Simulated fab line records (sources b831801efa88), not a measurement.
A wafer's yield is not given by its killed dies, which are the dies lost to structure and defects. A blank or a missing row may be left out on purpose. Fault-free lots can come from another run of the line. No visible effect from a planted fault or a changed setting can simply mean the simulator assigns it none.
What tool caused it? + flow gf180mcu + 24 lots, 72 wafers sampled, at 6 steps of a route of 602

== WHAT EACH GAUGE READ, for each wafer ==
GF_VT_IMPLANT_OVL_MEAS_07. Usual: VT_IMPLANT_OVL gives -0.1 nm (standard deviation 1.1).
| lot  | measured     | on         | VT_IMPLANT_OVL (nm) | flag |
|------|--------------|------------|---------------------|------|
| L074 | day 5 20:17  | overlay-02 | 1.2 0.4 0.2         |      |
| L075 | day 6 01:35  | overlay-02 | -2.7 -2.8 -1.3      |      |
| L076 | day 6 08:27  | overlay-02 | -0.4 -0.5 -2.3      |      |
| L077 | day 6 15:08  | overlay-02 | 1.5 0.0 2.2         |      |
| L078 | day 6 18:50  | overlay-01 | 1.1 1.3 0.4         |      |
| L079 | day 6 22:11  | overlay-01 | 1.0 0.7 -0.4        |      |
| L080 | day 7 10:51  | overlay-01 | 0.6 0.3 0.2         |      |
| L081 | day 7 13:53  | overlay-01 | 1.3 0.9 0.3         |      |
| L082 | day 7 18:20  | overlay-02 | -1.1 1.1 -0.7       |      |
| L083 | day 7 23:23  | overlay-01 | -0.6 -0.4 -0.6      |      |
| L084 | day 8 09:35  | overlay-01 | 1.0 0.4 -0.5        |      |
| L085 | day 8 14:00  | overlay-01 | -0.7 -0.8 -0.2      |      |
| L086 | day 8 21:02  | overlay-01 | -1.3 -1.0 -1.0      |      |
| L087 | day 9 01:46  | overlay-01 | -1.2 1.1 0.6        |      |
| L088 | day 9 08:20  | overlay-02 | -0.7 0.6 0.9        |      |
| L089 | day 9 15:47  | overlay-01 | -0.1 -0.1 -0.8      |      |
| L090 | day 9 21:18  | overlay-02 | -1.7 0.6 1.3        |      |
| L091 | day 10 03:14 | overlay-02 | -0.5 -1.6 -1.5      |      |
| L092 | day 10 08:45 | overlay-02 | -1.7 -1.0 -0.9      |      |
| L093 | day 10 13:51 | overlay-01 | -0.6 -0.3 -1.1      |      |
| L094 | day 10 19:43 | overlay-02 | -1.5 -0.8 0.6       |      |
| L095 | day 11 02:22 | overlay-02 | -0.7 0.1 -1.2       |      |
| L096 | day 11 08:08 | overlay-02 | 1.2 -1.0 -0.6       |      |
| L097 | day 11 13:49 | overlay-01 | 1.7 2.1 1.8         |      |

GF_V5_BOW_MEAS_05. Usual: V5_BOW gives 132 um (standard deviation 10).
| lot  | measured     | on            | V5_BOW (um) | flag |
|------|--------------|---------------|-------------|------|
| L074 | day 27 01:53 | film-metro-03 | 140 131 144 |      |
| L075 | day 27 02:10 | film-metro-01 | 103 120 110 |      |
| L076 | day 27 11:08 | film-metro-03 | 148 125 122 |      |
| L077 | day 27 23:16 | film-metro-03 | 133 134 147 |      |
| L078 | day 28 03:53 | film-metro-01 | 124 115 114 |      |
| L079 | day 28 17:20 | film-metro-03 | 131 135 136 |      |
| L080 | day 29 01:46 | film-metro-03 | 140 137 140 |      |
| L081 | day 29 00:08 | film-metro-02 | 143 144 136 |      |
| L082 | day 29 06:59 | film-metro-01 | 122 117 128 |      |
| L083 | day 29 10:40 | film-metro-02 | 150 139 138 |      |
| L084 | day 30 13:25 | film-metro-03 | 138 131 152 |      |
| L085 | day 30 11:23 | film-metro-03 | 136 124 138 |      |
| L086 | day 30 15:44 | film-metro-01 | 125 121 127 |      |
| L087 | day 30 19:43 | film-metro-02 | 131 139 138 |      |
| L088 | day 31 01:01 | film-metro-02 | 131 140 134 |      |
| L089 | day 31 06:54 | film-metro-03 | 137 143 139 |      |
| L090 | day 31 12:47 | film-metro-03 | 132 134 130 |      |
| L091 | day 32 03:43 | film-metro-02 | 138 147 131 |      |
| L092 | day 32 07:41 | film-metro-03 | 122 119 124 |      |
| L093 | day 32 07:58 | film-metro-02 | 133 123 120 |      |
| L094 | day 32 12:19 | film-metro-02 | 138 126 123 |      |
| L095 | day 32 17:23 | film-metro-02 | 145 141 152 |      |
| L096 | day 33 00:00 | film-metro-02 | 125 134 143 |      |
| L097 | day 33 00:43 | film-metro-03 | 132 132 139 |      |

== WHAT TOOL EACH LOT RAN ON (gives the tool, then ch and the chambers of the sampled wafers, and finally the start) ==
| lot  | GF_DNWELL_STRIP_08                  | GF_SALICIDE_RTA_08               | GF_M2_SPUTTER_01             | GF_M3_SPUTTER_03             |
|------|-------------------------------------|----------------------------------|------------------------------|------------------------------|
| L074 | plasma-asher-04 ch 0,1, day 2 22:45 | rtp-anneal-02 ch 0, day 15 15:11 | pvd-sputter-01, day 18 17:01 | pvd-sputter-02, day 20 22:07 |
| L075 | plasma-asher-04 ch 0,1, day 3 02:54 | rtp-anneal-02 ch 0, day 15 20:02 | pvd-sputter-01, day 18 23:21 | pvd-sputter-03, day 21 03:49 |
| L076 | plasma-asher-01 ch 0,1, day 3 08:32 | rtp-anneal-01 ch 0, day 16 06:16 | pvd-sputter-03, day 19 10:02 | pvd-sputter-01, day 21 14:46 |
| L077 | plasma-asher-04 ch 0,1, day 3 14:44 | rtp-anneal-02 ch 0, day 16 19:27 | pvd-sputter-03, day 20 01:00 | pvd-sputter-03, day 22 04:00 |
| L078 | plasma-asher-04 ch 0,1, day 3 17:47 | rtp-anneal-01 ch 0, day 17 00:11 | pvd-sputter-03, day 20 05:51 | pvd-sputter-03, day 22 09:38 |
| L079 | plasma-asher-04 ch 0,1, day 3 21:08 | rtp-anneal-01 ch 0, day 17 04:04 | pvd-sputter-03, day 20 09:20 | pvd-sputter-01, day 22 11:55 |
| L080 | plasma-asher-01 ch 0,1, day 4 04:45 | rtp-anneal-02 ch 0, day 18 03:02 | pvd-sputter-01, day 21 10:10 | pvd-sputter-02, day 23 12:53 |
| L081 | plasma-asher-01 ch 0,1, day 4 09:53 | rtp-anneal-02 ch 0, day 18 02:11 | pvd-sputter-04, day 21 09:52 | pvd-sputter-01, day 23 12:15 |
| L082 | plasma-asher-01 ch 0,1, day 4 12:53 | rtp-anneal-01 ch 0, day 18 09:34 | pvd-sputter-04, day 21 15:29 | pvd-sputter-01, day 23 17:11 |
| L083 | plasma-asher-01 ch 0,1, day 4 18:11 | rtp-anneal-01 ch 0, day 18 14:11 | pvd-sputter-01, day 21 20:32 | pvd-sputter-01, day 23 22:40 |
| L084 | plasma-asher-04 ch 0,1, day 5 01:50 | rtp-anneal-02 ch 0, day 19 14:01 | pvd-sputter-03, day 22 19:24 | pvd-sputter-01, day 25 03:39 |
| L085 | plasma-asher-01 ch 0,1, day 5 06:53 | rtp-anneal-02 ch 0, day 19 15:55 | pvd-sputter-04, day 22 22:23 | pvd-sputter-02, day 25 03:57 |
| L086 | plasma-asher-01 ch 1, day 5 12:41   | rtp-anneal-02 ch 0, day 19 23:40 | pvd-sputter-01, day 23 04:49 | pvd-sputter-01, day 25 06:02 |
| L087 | plasma-asher-01 ch 0,1, day 5 16:11 | rtp-anneal-02 ch 0, day 20 09:49 | pvd-sputter-01, day 23 13:31 | pvd-sputter-03, day 25 11:46 |
| L088 | plasma-asher-01 ch 0, day 5 22:11   | rtp-anneal-01 ch 0, day 20 16:52 | pvd-sputter-01, day 23 21:33 | pvd-sputter-03, day 25 19:12 |
| L089 | plasma-asher-01 ch 0,1, day 6 03:35 | rtp-anneal-02 ch 0, day 20 23:25 | pvd-sputter-03, day 24 02:51 | pvd-sputter-03, day 26 00:27 |
| L090 | plasma-asher-01 ch 0,1, day 6 08:05 | rtp-anneal-01 ch 0, day 21 07:02 | pvd-sputter-03, day 24 09:08 | pvd-sputter-01, day 26 07:34 |
| L091 | plasma-asher-01 ch 0,1, day 6 14:25 | rtp-anneal-01 ch 0, day 21 16:18 | pvd-sputter-04, day 25 03:23 | pvd-sputter-02, day 27 00:01 |
| L092 | plasma-asher-03 ch 0,1, day 6 19:32 | rtp-anneal-02 ch 0, day 22 04:19 | pvd-sputter-04, day 25 06:16 | pvd-sputter-02, day 27 04:11 |
| L093 | plasma-asher-04 ch 0,1, day 6 23:26 | rtp-anneal-01 ch 0, day 22 06:58 | pvd-sputter-04, day 25 07:09 | pvd-sputter-03, day 27 04:37 |
| L094 | plasma-asher-01 ch 0,1, day 7 04:47 | rtp-anneal-01 ch 0, day 22 13:46 | pvd-sputter-04, day 25 12:50 | pvd-sputter-02, day 27 10:22 |
| L095 | plasma-asher-01 ch 0,1, day 7 10:08 | rtp-anneal-02 ch 0, day 22 20:43 | pvd-sputter-03, day 25 20:00 | pvd-sputter-03, day 27 17:02 |
| L096 | plasma-asher-04 ch 0,1, day 7 15:53 | rtp-anneal-02 ch 0, day 23 03:49 | pvd-sputter-04, day 26 04:16 | pvd-sputter-03, day 28 00:23 |
| L097 | plasma-asher-03 ch 0,1, day 7 20:23 | rtp-anneal-02 ch 0, day 23 07:34 | pvd-sputter-04, day 26 06:35 | pvd-sputter-03, day 28 02:08 |
- GF_DNWELL_STRIP_08: strips in O2/N2.
- GF_SALICIDE_RTA_08: time 30 s.
- GF_M2_SPUTTER_01: material TiN, target thk 30 nm, time 25 s.
- GF_M3_SPUTTER_03: material Ti, target thk 10 nm, time 6.7 s.

== AS READ BY THE TOOLS THEMSELVES (means over the sampled wafers that have a number; for cases with no such wafer, the mark the record gives instead) ==
GF_DNWELL_STRIP_08. Usual: drypump-motor-current-A 5.72 A, standard deviation 0.25; heater-power-w 306 W, standard deviation 26; oes-product-au 0.723 a.u., standard deviation 0.0051; strip-time-to-endpoint-s 36.96 s, standard deviation 0.11.
| lot  | tool            | drypump-motor-current-A (A) | heater-power-w (W) | oes-product-au (a.u.) | strip-time-to-endpoint-s (s) | flag |
|------|-----------------|-----------------------------|--------------------|-----------------------|------------------------------|------|
| L074 | plasma-asher-04 | 5.85                        | 334                | 0.726                 | 37.00                        |      |
| L075 | plasma-asher-04 | 5.89                        | 337                | 0.724                 | 36.94                        |      |
| L076 | plasma-asher-01 | 5.55                        | 292                | 0.723                 | 37.01                        |      |
| L077 | plasma-asher-04 | 5.89                        | 333                | 0.725                 | 37.05                        |      |
| L078 | plasma-asher-04 | 5.85                        | 332                | 0.725                 | 36.85                        |      |
| L079 | plasma-asher-04 | 5.84                        | 330                | 0.723                 | 36.91                        |      |
| L080 | plasma-asher-01 | 5.56                        | 292                | 0.726                 | 36.91                        |      |
| L081 | plasma-asher-01 | 5.56                        | 293                | 0.724                 | 36.96                        |      |
| L082 | plasma-asher-01 | 5.56                        | 296                | 0.728                 | 36.98                        |      |
| L083 | plasma-asher-01 | 5.71                        | 279                | 0.718                 | 36.85                        |      |
| L084 | plasma-asher-04 | 5.87                        | 324                | 0.722                 | 36.96                        |      |
| L085 | plasma-asher-01 | 5.56                        | 290                | 0.719                 | 37.15                        |      |
| L086 | plasma-asher-01 | 5.41                        | 306                | 0.722                 | 37.04                        |      |
| L087 | plasma-asher-01 | 5.57                        | 293                | 0.720                 | 36.90                        |      |
| L088 | plasma-asher-01 | 5.83                        | 274                | 0.719                 | 36.86                        |      |
| L089 | plasma-asher-01 | 5.56                        | 296                | 0.724                 | 36.91                        |      |
| L090 | plasma-asher-01 | 5.55                        | 293                | 0.726                 | 36.77                        |      |
| L091 | plasma-asher-01 | 5.55                        | 291                | 0.724                 | 36.88                        |      |
| L092 | plasma-asher-03 | 5.90                        | 344                | 0.722                 | 36.85                        |      |
| L093 | plasma-asher-04 | 5.89                        | 335                | 0.721                 | 36.87                        |      |
| L094 | plasma-asher-01 | 5.54                        | 295                | 0.716                 | 37.14                        |      |
| L095 | plasma-asher-01 | 5.55                        | 295                | 0.727                 | 36.99                        |      |
| L096 | plasma-asher-04 | 5.86                        | 323                | 0.720                 | 36.91                        |      |
| L097 | plasma-asher-03 | 5.90                        | 348                | 0.719                 | 37.09                        |      |

GF_SALICIDE_RTA_08. Usual: lamp-power-pct 17.0 %, standard deviation 0.89; wafer_temp_C_max 802.6, standard deviation 0.6.
| lot  | tool          | lamp-power-pct (%) | wafer_temp_C_max | flag |
|------|---------------|--------------------|------------------|------|
| L074 | rtp-anneal-02 | 17.8               | 802.6            |      |
| L075 | rtp-anneal-02 | 17.8               | 802.3            |      |
| L076 | rtp-anneal-01 | 16.0               | 803.2            |      |
| L077 | rtp-anneal-02 | 17.8               | 802.8            |      |
| L078 | rtp-anneal-01 | 16.0               | 802.6            |      |
| L079 | rtp-anneal-01 | 16.0               | 803.0            |      |
| L080 | rtp-anneal-02 | 17.8               | 802.4            |      |
| L081 | rtp-anneal-02 | 17.8               | 802.1            |      |
| L082 | rtp-anneal-01 | 16.0               | 803.0            |      |
| L083 | rtp-anneal-01 | 16.0               | 802.5            |      |
| L084 | rtp-anneal-02 | 17.8               | 802.1            |      |
| L085 | rtp-anneal-02 | 17.8               | 802.6            |      |
| L086 | rtp-anneal-02 | 17.8               | 803.2            |      |
| L087 | rtp-anneal-02 | 17.8               | 801.8            |      |
| L088 | rtp-anneal-01 | 16.0               | 802.8            |      |
| L089 | rtp-anneal-02 | 17.8               | 802.8            |      |
| L090 | rtp-anneal-01 | 16.0               | 802.5            |      |
| L091 | rtp-anneal-01 | 16.0               | 803.3            |      |
| L092 | rtp-anneal-02 | 17.8               | 802.0            |      |
| L093 | rtp-anneal-01 | 16.0               | 803.3            |      |
| L094 | rtp-anneal-01 | 16.0               | 803.3            |      |
| L095 | rtp-anneal-02 | 17.8               | 802.5            |      |
| L096 | rtp-anneal-02 | 17.8               | 802.2            |      |
| L097 | rtp-anneal-02 | 17.8               | 801.8            |      |

GF_M2_SPUTTER_01. Usual: throttle-valve-pct at 30.6 %, with a standard deviation of 1.2.
| lot  | tool           | throttle-valve-pct (%) | flag |
|------|----------------|------------------------|------|
| L074 | pvd-sputter-01 | 30.6                   |      |
| L075 | pvd-sputter-01 | 30.2                   |      |
| L076 | pvd-sputter-03 | 30.5                   |      |
| L077 | pvd-sputter-03 | 31.1                   |      |
| L078 | pvd-sputter-03 | 30.6                   |      |
| L079 | pvd-sputter-03 | 30.5                   |      |
| L080 | pvd-sputter-01 | 30.4                   |      |
| L081 | pvd-sputter-04 | 30.8                   |      |
| L082 | pvd-sputter-04 | 31.2                   |      |
| L083 | pvd-sputter-01 | 30.0                   |      |
| L084 | pvd-sputter-03 | 30.4                   |      |
| L085 | pvd-sputter-04 | 30.7                   |      |
| L086 | pvd-sputter-01 | 30.3                   |      |
| L087 | pvd-sputter-01 | 30.3                   |      |
| L088 | pvd-sputter-01 | 30.6                   |      |
| L089 | pvd-sputter-03 | 31.1                   |      |
| L090 | pvd-sputter-03 | 30.6                   |      |
| L091 | pvd-sputter-04 | 31.4                   |      |
| L092 | pvd-sputter-04 | 31.2                   |      |
| L093 | pvd-sputter-04 | 32.1                   |      |
| L094 | pvd-sputter-04 | 31.2                   |      |
| L095 | pvd-sputter-03 | 31.1                   |      |
| L096 | pvd-sputter-04 | 29.7                   |      |
| L097 | pvd-sputter-04 | 31.1                   |      |

GF_M3_SPUTTER_03. Usual: substrate-temp-c 299.97 C, standard deviation 0.18; throttle-valve-pct 30.2 %, standard deviation 0.87.
| lot  | tool           | substrate-temp-c (C) | throttle-valve-pct (%) | flag |
|------|----------------|----------------------|------------------------|------|
| L074 | pvd-sputter-02 | 299.97               | 29.0                   |      |
| L075 | pvd-sputter-03 | 299.93               | 31.0                   |      |
| L076 | pvd-sputter-01 | 300.00               | 30.3                   |      |
| L077 | pvd-sputter-03 | 300.14               | 30.3                   |      |
| L078 | pvd-sputter-03 | 300.04               | 30.4                   |      |
| L079 | pvd-sputter-01 | 300.15               | 30.7                   |      |
| L080 | pvd-sputter-02 | 299.96               | 29.3                   |      |
| L081 | pvd-sputter-01 | 299.94               | 30.7                   |      |
| L082 | pvd-sputter-01 | 299.84               | 30.4                   |      |
| L083 | pvd-sputter-01 | 299.86               | 30.7                   |      |
| L084 | pvd-sputter-01 | 299.99               | 30.4                   |      |
| L085 | pvd-sputter-02 | 300.14               | 28.6                   |      |
| L086 | pvd-sputter-01 | 300.08               | 30.4                   |      |
| L087 | pvd-sputter-03 | 300.10               | 30.6                   |      |
| L088 | pvd-sputter-03 | 300.09               | 30.0                   |      |
| L089 | pvd-sputter-03 | 299.89               | 30.5                   |      |
| L090 | pvd-sputter-01 | 300.03               | 30.1                   |      |
| L091 | pvd-sputter-02 | 300.02               | 28.9                   |      |
| L092 | pvd-sputter-02 | 300.02               | 29.2                   |      |
| L093 | pvd-sputter-03 | 299.96               | 30.5                   |      |
| L094 | pvd-sputter-02 | 299.98               | 29.0                   |      |
| L095 | pvd-sputter-03 | 299.98               | 30.5                   |      |
| L096 | pvd-sputter-03 | 299.91               | 31.2                   |      |
| L097 | pvd-sputter-03 | 300.02               | 30.8                   |      |

== THE ANSWER, worked out from the rows above alone ==
Rule: lot off if the mean of its wafers having a number is beyond 3 standard deviations from the usual mean. Also off: a lot with no number at a reading for which 4 or more lots have one. All remaining lots with rows at the step are treated as sound. First the gauges in route order, then the tools' own readings, where a lot's mean is used as printed above. At the first step where some lot is off, the reading lying furthest off is the one used; lots without a number count as furthest.
None of the lots is off at any reading shown; this tells nothing.

== WHAT THE SIMULATOR HAD INSERTED ==
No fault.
